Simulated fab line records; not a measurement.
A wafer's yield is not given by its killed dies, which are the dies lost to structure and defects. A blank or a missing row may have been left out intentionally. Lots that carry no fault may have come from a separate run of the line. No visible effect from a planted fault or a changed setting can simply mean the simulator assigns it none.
fab line records ; flow sky130
record: lots: 11; wafers: 33; last-day: 50
route steps=708 shown METAL1@453 VIA1@461 PAD_OPEN@708
lots untouched by any fault: they come from a run of this same line in which no faults occurred
start-h: start of the lot's first displayed wafer, in hours after the record's first day ; wait-h: hours from the lot's prior step to this one ; " identical to the entry in the row above ; L1.1+2: a row that stands for several wafers ; - no value, or no start was given ; * or withheld: withheld ; < > ~ a bound
route shown NAME@n: NAME is a module with steps in the file, n the number in the route of the first one ; usual: mean/standard deviation of fault-free wafers ; same: alike in all rows ; chamber/n: place in a boat ; sites: readings site by site ; _std_site: the values' standard deviation ; _edge_site: the outer-site mean with the inner-site mean subtracted ; radius-mm: how far each site lies from the wafer's centre ; mask NAME#n: copy n ; behind: the most recent tool/chamber to have shaped the wafer ; hold: why the lot was held/for how many hours/how that ended ; device: whichever transistor did not switch (one of n, p or np) ; end of line: the same wafers' tests at the end of the route ; where a step has no rows: the recipe by itself ; killed: dies lost to structure and defects at the first sort, not the wafer's yield ; map: dies across one wafer; x = killed, . = not, _ = none there
set.NAME: the setting that was run; set.NAME@STEP: the one run at that earlier step ; model.NAME: the simulator's own value behind a step, which no gauge read
steps of the route over a sample of lots; a table a step, a row a wafer
services: the hour from which a tool's chamber was out of use, counted from the record's first day as start-h (under 0 if before that day), plus the number of hours and why
== steps ==
step: SKY_METAL1_METAL_ETCH_19
recipe: target-depth-a: 3600; stop-on: SiO2; over-etch-frac: 0.3; time-s: 78; chemistry: Cl2/BCl3; resist-sidewall-deg: 88; pressure-mtorr: 10; icp-w: 900; bias-w: 48.5; Cl2_flow_sccm: 60; bcl3-flow-sccm: 30
usual: bcl3-flow-sccm: 30.01/0.093; drypump-motor-current-A: 5.4/0.34; oes-product-au: 0.855/0.0071; throttle-valve-pct: 22.266/0.0087
lot.wafer;tool;chamber;start-h;wait-h;bcl3-flow-sccm;drypump-motor-current-A;oes-product-au;rf-hours-counter-h;throttle-valve-pct
L803.1;rie-metal-04;0;760.24;0.0;29.86;5.0;0.859;13;22.281
L803.2;rie-metal-04;1;760.24;0.0;29.96;5.8;0.852;13;22.252
L803.5;rie-metal-04;1;760.24;0.0;29.93;5.9;0.844;-;22.242
L804.1;rie-metal-02;0;762.51;0.0;30.08;5.3;0.853;14;22.273
L804.4;rie-metal-02;1;762.51;0.0;30.13;5.0;0.847;-;22.266
L804.5;rie-metal-02;0;762.51;0.0;30.08;5.3;0.857;-;22.250
L805.1;rie-metal-04;0;781.81;0.1;30.01;5.0;0.851;14;22.264
L805.3;rie-metal-04;0;781.81;0.1;29.90;4.9;0.842;-;22.286
L805.5;rie-metal-04;0;781.81;0.1;30.07;5.0;0.852;-;22.270
L808.2;rie-metal-04;1;809.69;0.1;30.01;5.9;0.849;-;22.266
L808.4;rie-metal-04;1;809.69;0.1;29.94;5.8;0.863;-;22.269
L808.5;rie-metal-04;1;809.69;0.1;30.04;5.9;0.849;-;22.264
L807.3;rie-metal-01;0;811.03;0.1;30.09;5.4;0.860;-;22.265
L807.4;rie-metal-01;1;811.03;0.1;30.00;5.8;0.853;-;22.250
L807.6;rie-metal-01;0;811.03;0.1;29.90;5.4;0.854;-;22.259
L809.1;rie-metal-04;1;821.10;0.0;29.92;5.8;0.860;1;22.253
L809.4;rie-metal-04;1;821.10;0.0;30.01;5.8;0.864;-;22.260
L809.5;rie-metal-04;0;821.10;0.0;30.04;5.0;0.869;-;22.255
L814.1;rie-metal-04;1;852.06;0.0;29.88;5.9;0.845;2;22.276
L814.3;rie-metal-04;0;852.06;0.0;30.06;5.0;0.850;-;22.270
L814.4;rie-metal-04;1;852.06;0.0;29.94;5.8;0.841;-;22.275
L817.2;rie-metal-04;1;874.59;0.0;30.00;5.9;0.859;3;22.259
L817.3;rie-metal-04;0;874.59;0.0;29.97;5.0;0.847;-;22.269
L817.6;rie-metal-04;1;874.59;0.0;30.00;5.9;0.861;-;22.280
L821.2;rie-metal-02;0;908.81;0.0;29.95;5.3;0.853;2;22.269
L821.5;rie-metal-02;0;908.81;0.0;29.92;5.3;0.851;-;22.275
L821.6;rie-metal-02;1;908.81;0.0;29.95;5.1;0.850;-;22.275
L825.1;rie-metal-01;0;929.70;0.1;30.09;5.4;0.862;8;22.267
L825.3;rie-metal-01;0;929.70;0.1;30.00;5.3;0.859;-;22.264
L825.6;rie-metal-01;0;929.70;0.1;30.17;5.4;0.854;-;22.260
L826.1;rie-metal-01;0;933.96;0.0;29.97;5.3;0.852;8;22.270
L826.2;rie-metal-01;1;933.96;0.0;29.87;5.8;0.860;11;22.272
L826.4;rie-metal-01;0;933.96;0.0;30.06;5.3;0.861;-;22.272
step: SKY_VIA1_BOW_MEAS_03
recipe: mode: bow
usual: VIA1_BOW: 80/7
lot.wafer;tool;chamber;start-h;wait-h;VIA1_BOW[um]
L803.1;film-metro-01;-;761.47;0.2;86
L803.2;film-metro-01;-;761.47;0.2;75
L803.5;film-metro-01;-;761.47;0.2;74
L804.1;film-metro-04;-;763.74;0.1;80
L804.4;film-metro-04;-;763.74;0.1;68
L804.5;film-metro-04;-;763.74;0.1;67
L805.1;film-metro-04;-;783.05;0.1;87
L805.3;film-metro-04;-;783.05;0.1;86
L805.5;film-metro-04;-;783.05;0.1;86
L808.2;film-metro-02;-;810.92;0.3;75
L808.4;film-metro-02;-;810.92;0.3;81
L808.5;film-metro-02;-;810.92;0.3;80
L807.3;film-metro-02;-;812.19;0.2;78
L807.4;film-metro-02;-;812.19;0.2;78
L807.6;film-metro-02;-;812.19;0.2;73
L809.1;film-metro-01;-;822.28;0.2;74
L809.4;film-metro-01;-;822.28;0.2;83
L809.5;film-metro-01;-;822.28;0.2;78
L814.1;film-metro-04;-;853.21;0.2;79
L814.3;film-metro-04;-;853.21;0.2;77
L814.4;film-metro-04;-;853.21;0.2;84
L817.2;film-metro-02;-;875.77;0.1;77
L817.3;film-metro-02;-;875.77;0.1;83
L817.6;film-metro-02;-;875.77;0.1;78
L821.2;film-metro-04;-;909.99;0.1;89
L821.5;film-metro-04;-;909.99;0.1;76
L821.6;film-metro-04;-;909.99;0.1;70
L825.1;film-metro-04;-;930.98;0.2;69
L825.3;film-metro-04;-;930.98;0.2;71
L825.6;film-metro-04;-;930.98;0.2;72
L826.1;film-metro-01;-;935.22;0.2;68
L826.2;film-metro-01;-;935.22;0.2;72
L826.4;film-metro-01;-;935.22;0.2;83
step: SKY_VIA1_DEVELOP_11
recipe: develop-time-s: 60; resist: KrF-thick; dev-temp-c: 21
usual: developer-temp-C: 21.01/0.1
lot.wafer;tool;chamber;start-h;wait-h;developer-temp-C
L803.1;litho-track-01;0;788;-;21.05
L803.2;litho-track-01;0;788;-;21.09
L803.5;litho-track-01;0;788;-;20.93
L804.1;litho-track-01;0;790;-;21.03
L804.4;litho-track-01;0;790;-;21.06
L804.5;litho-track-01;0;790;-;20.95
L805.1;litho-track-03;0;809;-;20.85
L805.3;litho-track-03;0;809;-;21.03
L805.5;litho-track-03;0;809;-;20.87
L808.2;litho-track-03;0;836;-;21.14
L808.4;litho-track-03;0;836;-;21.12
L808.5;litho-track-03;0;836;-;21.16
L807.3;litho-track-02;0;839;-;20.90
L807.4;litho-track-02;0;839;-;21.06
L807.6;litho-track-02;0;839;-;21.00
L809.1;litho-track-02;0;848;-;21.06
L809.4;litho-track-02;0;848;-;20.99
L809.5;litho-track-02;0;848;-;20.99
L814.1;litho-track-03;0;879;-;21.05
L814.3;litho-track-03;0;879;-;21.01
L814.4;litho-track-03;0;879;-;21.06
L817.2;litho-track-03;0;901;-;21.02
L817.3;litho-track-03;0;901;-;21.04
L817.6;litho-track-03;0;901;-;21.09
L821.2;litho-track-01;0;934;-;21.10
L821.5;litho-track-01;0;934;-;21.07
L821.6;litho-track-01;0;934;-;21.08
L825.1;litho-track-01;0;955;-;20.93
L825.3;litho-track-01;0;955;-;21.00
L825.6;litho-track-01;0;955;-;20.99
L826.1;litho-track-02;0;958;-;20.95
L826.2;litho-track-02;0;959;-;21.00
L826.4;litho-track-02;0;959;-;20.99
step: SKY_VIA1_CD_MEAS_12
recipe: target-cd-nm: 150
usual: cd-nm: 150.7/1.8
lot.wafer;tool;chamber;start-h;wait-h;cd-nm
L803.1;cd-sem-02;-;788.70;-;151.2
L803.2;cd-sem-02;-;788.70;-;150.4
L803.5;cd-sem-02;-;788.70;-;151.1
L804.1;cd-sem-01;-;790.90;-;151.2
L804.4;cd-sem-01;-;790.90;-;147.8
L804.5;cd-sem-01;-;790.90;-;151.6
L805.1;cd-sem-02;-;809.68;-;148.1
L805.3;cd-sem-02;-;809.68;-;148.6
L805.5;cd-sem-02;-;809.68;-;146.1
L808.2;cd-sem-01;-;836.95;-;154.2
L808.4;cd-sem-01;-;836.95;-;154.1
L808.5;cd-sem-01;-;836.95;-;153.4
L807.3;cd-sem-01;-;839.23;-;152.9
L807.4;cd-sem-01;-;839.23;-;151.4
L807.6;cd-sem-01;-;839.23;-;152.4
L809.1;cd-sem-01;-;848.59;-;151.2
L809.4;cd-sem-01;-;848.59;-;152.9
L809.5;cd-sem-01;-;848.59;-;153.5
L814.1;cd-sem-02;-;879.63;-;147.0
L814.3;cd-sem-02;-;879.63;-;149.1
L814.4;cd-sem-02;-;879.63;-;148.1
L817.2;cd-sem-01;-;901.45;-;143.3
L817.3;cd-sem-01;-;901.45;-;146.3
L817.6;cd-sem-01;-;901.45;-;144.7
L821.2;cd-sem-02;-;934.97;-;151.1
L821.5;cd-sem-02;-;934.97;-;152.3
L821.6;cd-sem-02;-;934.97;-;153.2
L825.1;cd-sem-02;-;955.40;-;152.5
L825.3;cd-sem-02;-;955.40;-;152.6
L825.6;cd-sem-02;-;955.40;-;150.0
L826.1;cd-sem-01;-;959.14;-;149.8
L826.2;cd-sem-01;-;959.14;-;148.5
L826.4;cd-sem-01;-;959.14;-;148.8
step: SKY_VIA1_CMP_24
recipe: stop-on: SiO2; t-overpolish-s: 15; down-force-psi: 3.5; platen-rpm: 60; target-thk-nm: 0; pad-velocity-m-s: 0.94248
usual: edge-zone-pressure-frac: 1.000/0.0046; motor-current-A: 10.4/0.84; overpolish-run-s: 15.000/0.0093; time-to-endpoint-s: 65/3.7
same: t-overpolish-s: 15
lot.wafer;tool;chamber;start-h;wait-h;edge-zone-pressure-frac;motor-current-A;overpolish-run-s;time-to-endpoint-s
L803.1;cmp-02;3;789.87;0.1;0.994;10.7;14.999;64
L803.2;cmp-02;2;789.87;0.1;0.994;9.1;15.008;63
L803.5;cmp-02;3;789.87;0.1;0.991;10.9;15.004;67
L804.4;cmp-02;1;792.62;0.1;0.994;10.4;14.992;71
L804.1;cmp-02;3;792.62;0.1;1.005;11.4;15.013;66
L804.5;cmp-02;1;792.62;0.1;0.998;9.9;14.997;65
L805.1;cmp-02;3;810.85;0.1;1.001;11.3;15.002;69
L805.3;cmp-02;0;810.85;0.1;0.997;10.0;15.017;67
L805.5;cmp-02;3;810.85;0.1;1.000;11.0;15.000;70
L808.4;cmp-01;1;838.11;0.0;0.998;9.7;15.002;63
L808.2;cmp-01;2;838.11;0.0;0.999;11.3;14.996;60
L808.5;cmp-01;2;838.11;0.0;1.011;11.0;14.982;59
L807.3;cmp-01;3;840.41;0.1;1.000;11.6;14.984;62
L807.4;cmp-01;1;840.41;0.1;1.006;10.1;14.988;59
L807.6;cmp-01;2;840.41;0.1;0.999;11.0;15.008;59
L809.1;cmp-02;1;849.76;0.1;0.999;10.2;14.991;62
L809.4;cmp-02;0;849.76;0.1;0.993;9.6;15.000;65
L809.5;cmp-02;2;849.76;0.1;0.994;9.1;14.992;64
L814.1;cmp-01;1;880.97;0.2;0.996;10.0;14.993;64
L814.3;cmp-01;3;880.97;0.2;0.998;11.4;14.984;65
L814.4;cmp-01;0;880.97;0.2;0.998;10.5;15.006;63
L817.2;cmp-02;1;902.66;0.1;1.006;10.7;14.989;59
L817.3;cmp-02;2;902.66;0.1;1.001;8.3;14.998;65
L817.6;cmp-02;0;902.66;0.1;0.997;10.1;14.998;64
L821.2;cmp-02;2;936.20;0.1;1.004;9.1;15.005;70
L821.6;cmp-02;1;936.20;0.1;1.004;10.5;14.992;69
L821.5;cmp-02;2;936.20;0.1;1.007;9.1;15.010;63
L825.3;cmp-01;3;956.57;0.0;1.000;11.3;15.012;65
L825.1;cmp-01;2;956.57;0.0;1.004;11.3;15.013;61
L825.6;cmp-01;0;956.57;0.0;1.004;10.9;15.027;66
L826.2;cmp-02;1;960.34;0.0;1.003;10.2;15.019;67
L826.1;cmp-02;2;960.34;0.0;0.997;9.0;14.988;67
L826.4;cmp-02;3;960.34;0.0;0.996;10.7;15.007;69
step: SKY_PAD_OPEN_PROBE_99
usual: defect-limited-yield: 82.2/1.9; killed_at_M0_to_M3: 44/6.9; killed_at_M4_up: 3.3/1.8; killed-at-contacts: 24/5; killed-at-front-end: 16/4.6; killed-at-other: 0.2/0.42; killed-dies: 88/9.2; killed-open: 48/7.3; killed-short: 40/6.5; sort_bin_3_pad_short: 0.9/0.43; sort_bin_5_function: 10.6/1.5; sort_bin_6_memory: 6.4/1.1; sort-n-pass: 404/9.2; sort-yield-pct: 82.2/1.9
same: gross-dies: 492; killed-at-back-side: 0; sort_bin_4_leakage[%]: 0; sort_bin_8_speed[%]: 0
lot.wafer;tool;chamber;start-h;wait-h;defect-limited-yield[%];killed_at_M0_to_M3;killed_at_M4_up;killed-at-contacts;killed-at-front-end;killed-at-other;killed-dies;killed-open;killed-short;sort_bin_3_pad_short[%];sort_bin_5_function[%];sort_bin_6_memory[%];sort-n-pass;sort-yield-pct[%]
L817.6;prober-01;-;1159.02;0.2;83.1;46;3;19;14;1;83;52;30;0.6;8.9;7.3;409;83.1
killed by level:class
L817.6 VIA1:geometric-particle:open=15 CONTACT:geometric-particle:open=10 VIA2:geometric-particle:open=8 FIELD_ISO:geometric-particle:short=7 CONTACT:geometric-particle:short=4 VIA3:geometric-particle:open=4 POLY_GATE:geometric-particle:open=3 METAL1:geometric-particle:open=3
== services ==
tool;chamber;start-h;hours;kind
cmp-02;-;744.23;4.0;pm
cmp-02;-;748.23;-;consumable-replace:conditioner
cmp-02;-;748.23;-;consumable-replace:pad
cmp-01;-;758.72;0.5;repair
rie-metal-04;1;770.04;-;clean
rie-metal-04;1;770.04;24.8;scheduled-down
rie-metal-04;1;770.04;24.8;vent-cycle
litho-track-01;-;780.07;-;consumable-replace:filter
cmp-01;-;782.97;0.9;repair
rie-metal-04;0;796.32;-;clean
rie-metal-04;0;796.32;15.1;scheduled-down
rie-metal-04;0;796.32;15.1;vent-cycle
rie-metal-02;1;798.45;5.3;repair
rie-metal-01;-;829.91;14.6;pm
rie-metal-01;1;854.97;1.0;repair
rie-metal-02;-;870.41;2.1;repair
cmp-01;-;880.53;0.4;repair
cmp-02;-;883.50;0.4;repair
rie-metal-01;1;909.09;22.4;repair
cmp-01;-;912.16;4.0;pm
cmp-01;-;916.16;-;consumable-replace:conditioner
cmp-01;-;916.16;-;consumable-replace:pad
rie-metal-02;-;939.40;0.8;repair
rie-metal-02;-;941.51;9.8;repair
== key ==
first-sign: step: SKY_VIA1_CD_MEAS_12; reading: cd-nm; direction: down; sigmas: 3.3; usual: 150.7; struck: 144.8
effect none on later readings
met-at SKY_VIA1_DEVELOP_11
struck-lots L817
not-acting-at SKY_METAL1_METAL_ETCH_19,SKY_VIA1_BOW_MEAS_03,SKY_VIA1_CMP_24
onset-between 879 901
fault: kind: process-parameter-drift; tool: litho-track-03; chamber: -; onset-h: 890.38; steps: SKY_VIA1_DEVELOP_11; channel: develop-time-s; offset: *; shape: step; end-h: 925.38; acts-in: *; stated: *
